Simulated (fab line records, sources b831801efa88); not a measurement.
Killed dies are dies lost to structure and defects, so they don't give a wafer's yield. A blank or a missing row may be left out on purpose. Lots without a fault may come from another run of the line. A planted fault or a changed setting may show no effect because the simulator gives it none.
Which tool did it? | flow gf180mcu | 13 lots, 39 wafers sampled, at 6 steps of a route of 602

WHAT THE GAUGES READ, wafer by wafer
GF_LVPWELL_TW_MEAS_11.
lot  | measured    | on            | LVPWELL_TW
L648 | day 4 00:50 | film_metro-03 | 550 554 552
L649 | day 4 03:48 | film_metro-04 | 559 559 562
L650 | day 4 07:55 | film_metro-03 | 555 549 555
L651 | day 4 14:25 | film_metro-02 | 559 561 560
L652 | day 4 20:34 | film_metro-04 | 563 558 560
L654 | day 5 07:34 | film_metro-03 | 555 552 556
L656 | day 5 19:44 | film_metro-04 | 575 579 574
L657 | day 6 00:19 | film_metro-04 | 576 575 575
L663 | day 7 10:16 | film_metro-04 | 561 560 562
L665 | day 7 20:57 | film_metro-02 | 560 559 561
L667 | day 8 07:38 | film_metro-04 | 562 565 563
L669 | day 8 20:50 | film_metro-04 | 564 564 565
L670 | day 9 00:42 | film_metro-02 | 560 558 559

GF_VT_IMPLANT_RS_MEAS_48: measures by four-point-probe.
lot  | measured     | on            | LVPWELL_RS (ohm/sq)
L648 | day 7 18:56  | film_metro-04 | 1198.6 1196.2 1196.0
L649 | day 7 22:35  | film_metro-02 | 1192.1 1189.9 1192.2
L650 | day 8 03:18  | film_metro-04 | 1192.7 1194.0 1193.9
L651 | day 8 10:49  | film_metro-02 | 1196.7 1199.7 1202.5
L652 | day 8 17:12  | film_metro-02 | 1192.2 1193.7 1191.8
L654 | day 9 06:30  | film_metro-04 | 1194.8 1193.4 1194.8
L656 | day 9 22:16  | film_metro-02 | 1164.5 1165.3 1165.4
L657 | day 10 01:06 | film_metro-03 | 1167.4 1169.8 1166.5
L663 | day 11 18:31 | film_metro-04 | 1194.7 1194.8 1192.8
L665 | day 12 07:17 | film_metro-04 | 1200.1 1198.6 1201.4
L667 | day 12 20:17 | film_metro-02 | 1193.7 1200.5 1198.5
L669 | day 13 11:51 | film_metro-02 | 1192.8 1192.6 1196.1
L670 | day 13 16:04 | film_metro-03 | 1195.4 1201.0 1197.2

GF_NSD_TW_MEAS_12.
lot  | measured     | on            | NSD_TW
L648 | day 13 11:58 | film_metro-01 | 4245 4217 4220
L649 | day 13 16:17 | film_metro-01 | 4200 4213 4217
L650 | day 14 01:44 | film_metro-02 | 4223 4238 4236
L651 | day 14 10:20 | film_metro-01 | 4186 4230 4217
L652 | day 14 17:25 | film_metro-01 | 4197 4205 4232
L654 | day 15 14:56 | film_metro-01 | 4194 4194 4179
L656 | day 16 08:40 | film_metro-03 | 4238 4230 4216
L657 | day 16 05:56 | film_metro-01 | 4239 4218 4229
L663 | day 18 17:52 | film_metro-01 | 4248 4249 4247
L665 | day 19 05:22 | film_metro-01 | 4240 4204 4235
L667 | day 20 00:40 | film_metro-01 | 4202 4196 4184
L669 | day 20 15:52 | film_metro-02 | 4267 4275 4293
L670 | day 20 21:43 | film_metro-02 | 4241 4255 4247

GF_CONTACT_RS_MEAS_25: measures by four-point-probe.
lot  | measured     | on            | CONTACT_W_RS (ohm/sq)
L648 | day 16 06:35 | film_metro-02 | 0.367 0.373 0.366
L649 | day 16 10:09 | film_metro-04 | 0.360 0.366 0.363
L650 | day 16 20:41 | film_metro-02 | 0.368 0.378 0.369
L651 | day 17 06:24 | film_metro-03 | 0.386 0.393 0.386
L652 | day 17 14:05 | film_metro-02 | 0.387 0.383 0.386
L654 | day 18 14:22 | film_metro-03 | 0.368 0.383 0.367
L656 | day 19 10:32 | film_metro-03 | 0.380 0.375 0.385
L657 | day 19 06:32 | film_metro-02 | 0.386 0.375 0.375
L663 | day 21 21:30 | film_metro-03 | 0.382 0.388 0.387
L665 | day 22 07:56 | film_metro-02 | 0.388 0.381 0.386
L667 | day 23 02:35 | film_metro-03 | 0.371 0.381 0.368
L669 | day 24 00:58 | film_metro-02 | 0.382 0.384 0.388
L670 | day 24 02:46 | film_metro-02 | 0.369 0.368 0.366

WHICH TOOL RAN EACH LOT (tool, then ch and the chambers of the sampled wafers, then the start)
lot  | GF_LVPWELL_IMPLANT_09          | GF_CONTACT_CVD_24
L648 | implanter-04 ch 0, day 4 00:35 | cvd_w-01 ch 0, day 16 06:23
L649 | implanter-02 ch 0, day 4 03:34 | cvd_w-01 ch 0, day 16 09:58
L650 | implanter-04 ch 0, day 4 07:41 | cvd_w-01 ch 0,1, day 16 20:34
L651 | implanter-03 ch 0, day 4 14:11 | cvd_w-02 ch 0,1, day 17 06:17
L652 | implanter-04 ch 0, day 4 20:19 | cvd_w-02 ch 0,1, day 17 13:59
L654 | implanter-03 ch 0, day 5 07:20 | cvd_w-01 ch 0,1, day 18 14:16
L656 | implanter-04 ch 0, day 5 19:29 | cvd_w-02 ch 0,1, day 19 10:26
L657 | implanter-04 ch 0, day 6 00:06 | cvd_w-01 ch 0,1, day 19 06:25
L663 | implanter-03 ch 0, day 7 10:02 | cvd_w-02 ch 0,1, day 21 21:23
L665 | implanter-03 ch 0, day 7 20:42 | cvd_w-02 ch 0,1, day 22 07:50
L667 | implanter-02 ch 0, day 8 07:23 | cvd_w-01 ch 0,1, day 23 02:29
L669 | implanter-02 ch 0, day 8 20:35 | cvd_w-02 ch 0,1, day 24 00:52
L670 | implanter-02 ch 0, day 9 00:28 | cvd_w-01 ch 0, day 24 02:38
- GF_LVPWELL_IMPLANT_09
- GF_CONTACT_CVD_24: deposits W, target thk 300 nm, time 90.339 s.

WHAT THE TOOLS THEMSELVES READ (means of the sampled wafers that have a number; where no wafer has one, the mark that the record gives instead)
GF_LVPWELL_IMPLANT_09.
lot  | tool         | tilt_deg (degrees)
L648 | implanter-04 | -0.001
L649 | implanter-02 | 0.008
L650 | implanter-04 | 0.006
L651 | implanter-03 | -0.044
L652 | implanter-04 | 0.001
L654 | implanter-03 | 0.015
L656 | implanter-04 | 4.423
L657 | implanter-04 | 4.388
L663 | implanter-03 | -0.018
L665 | implanter-03 | 0.007
L667 | implanter-02 | -0.017
L669 | implanter-02 | -0.017
L670 | implanter-02 | 0.010

GF_CONTACT_CVD_24.
lot  | tool     | heater_power_w (W)
L648 | cvd_w-01 | 802
L649 | cvd_w-01 | 805
L650 | cvd_w-01 | 830
L651 | cvd_w-02 | 756
L652 | cvd_w-02 | 742
L654 | cvd_w-01 | 797
L656 | cvd_w-02 | 748
L657 | cvd_w-01 | 796
L663 | cvd_w-02 | 790
L665 | cvd_w-02 | 786
L667 | cvd_w-01 | 810
L669 | cvd_w-02 | 755
L670 | cvd_w-01 | 777

THE ANSWER, worked out from the rows above alone
Rule: what is usual is taken from the lots themselves. Put in order of their means at a reading, lots are off if they are a third of the lots or fewer, leave a main group of 4 or more, and stand apart from it by a gap of 3 or more times the standard deviation of the main group's means; of several such gaps the widest counts. A main group whose means are all the same, to the digits that the tables above print for the reading, isn't used. A lot without any number at a reading at which 4 lots or more have one is off too. The other lots that the step has rows for count as sound. The gauges are gone through in route order, then the tools' own readings, and for those a lot's mean is taken as printed above. The first step at which some lot is off is used, and at that step the reading that is off furthest; a lot without a number counts as furthest.
Off: L656, L657, at GF_VT_IMPLANT_RS_MEAS_48 (LVPWELL_RS). The main group: mean 1195.6 ohm/sq, standard deviation 2.8.
A tool fits if, at a process step before that reading, it ran every lot that is off, and no sound lot after the first of them. The gauges at GF_VT_IMPLANT_RS_MEAS_48 aren't tried: what is off there is off at GF_LVPWELL_IMPLANT_09 too, on other tools, and a gauge's error can't cause that. One fits: implanter-04 at GF_LVPWELL_IMPLANT_09. Its last sound lot is L652 (day 4 20:19), its first lot that is off L656 (day 5 19:29): a fault that began between those two fits.
The tool's own readings at GF_LVPWELL_IMPLANT_09 bear it out: on the lots that are off they differ by more than 5 times the standard deviation of the sound lots' means. tilt_deg reads 4.405 degrees there against -0.005 degrees on the sound lots.

WHAT THE SIMULATOR HAD PUT IN
Process parameter drift: implanter-04, from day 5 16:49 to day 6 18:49, at GF_LVPWELL_IMPLANT_09. Setting tilt_deg, moved by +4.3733, from 0. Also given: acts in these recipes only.
Lots struck among those shown: L656, L657. The rule above found the same.
